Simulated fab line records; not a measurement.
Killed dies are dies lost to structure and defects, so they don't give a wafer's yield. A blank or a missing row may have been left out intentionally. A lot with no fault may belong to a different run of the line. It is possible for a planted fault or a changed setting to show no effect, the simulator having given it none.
Matching of chambers -- flow gf180mcu -- GF_M5_ETCH_09 on rie diel-03 has 4 sister chambers
The step etches Si3N4 in CF4/O2, target depth 52 nm, time 11.6 s. 16 wafers are shown with their chamber, then 8 later ones without.

== WAFERS, EACH WITH ITS CHAMBER ==
wafer,chamber,oes product au (a.u.),bias w (W),O2_flow_sccm (sccm)
L077.1,2,0.991,150.0,10.00
L077.5,2,0.985,149.7,9.99
L077.6,3,1.020,150.2,9.99
L079.1,3,1.016,149.9,9.97
L079.4,0,0.997,151.3,9.96
L079.6,1,0.992,149.6,10.00
L081.1,0,1.005,150.6,9.97
L081.2,1,0.995,149.8,10.09
L081.6,2,1.002,150.0,10.00
L083.2,2,0.990,149.2,10.01
L083.3,0,1.008,150.2,10.04
L083.4,1,0.991,150.3,10.01
L084.1,2,1.003,150.1,10.00
L084.3,1,0.996,150.0,9.95
L084.6,1,0.994,149.2,9.99
L088.3,2,1.000,149.7,10.03

SIGNATURES, as means of the wafers listed above
reading,chamber 0,chamber 1,chamber 2,chamber 3,scatter within a chamber
oes product au,1.00333,0.99360,0.99517,1.01800,0.00554
bias w,150.700,149.780,149.783,150.050,0.398
O2_flow_sccm,9.9900,10.0080,10.0050,9.9800,0.0359
Rule: a wafer's distance from a chamber is the root of the sum, over the readings, of the square of ((its reading less the chamber's mean) divided by the reading's scatter). The wafer belongs to the nearest chamber; if the next one is less than 2 further off, it can't be placed. The scatter: the root of (the sum of the squares of (reading less its chamber's mean) over the shown wafers, divided by (wafers less chambers)).

== WAFERS WITHOUT THEIR CHAMBER ==
wafer,oes product au (a.u.),bias w (W),O2_flow_sccm (sccm)
L088.4,1.016,150.2,9.94
L088.6,1.001,150.3,10.02
L092.3,1.002,150.5,10.06
L092.4,1.013,150.7,10.04
L092.6,0.997,150.2,10.04
L095.2,1.015,149.7,9.95
L095.3,1.018,149.5,10.04
L095.6,0.996,150.5,9.99

== CHAMBER TAKEN BY EACH ==
wafer,from the rows above,in truth
L088.4,can't be placed: 3 or 0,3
L088.6,can't be placed: 0 or 2 or 1 or 3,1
L092.3,can't be placed: 0 or 2 or 1 or 3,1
L092.4,can't be placed: 0 or 3 or 2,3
L092.6,can't be placed: 2 or 1 or 0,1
L095.2,3,3
L095.3,3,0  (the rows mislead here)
L095.6,can't be placed: 0 or 2 or 1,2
Correct placement for 1 of the 8. These rows do not allow placing 6 (true chamber among the candidates in 6). Wrongly placed: 1.
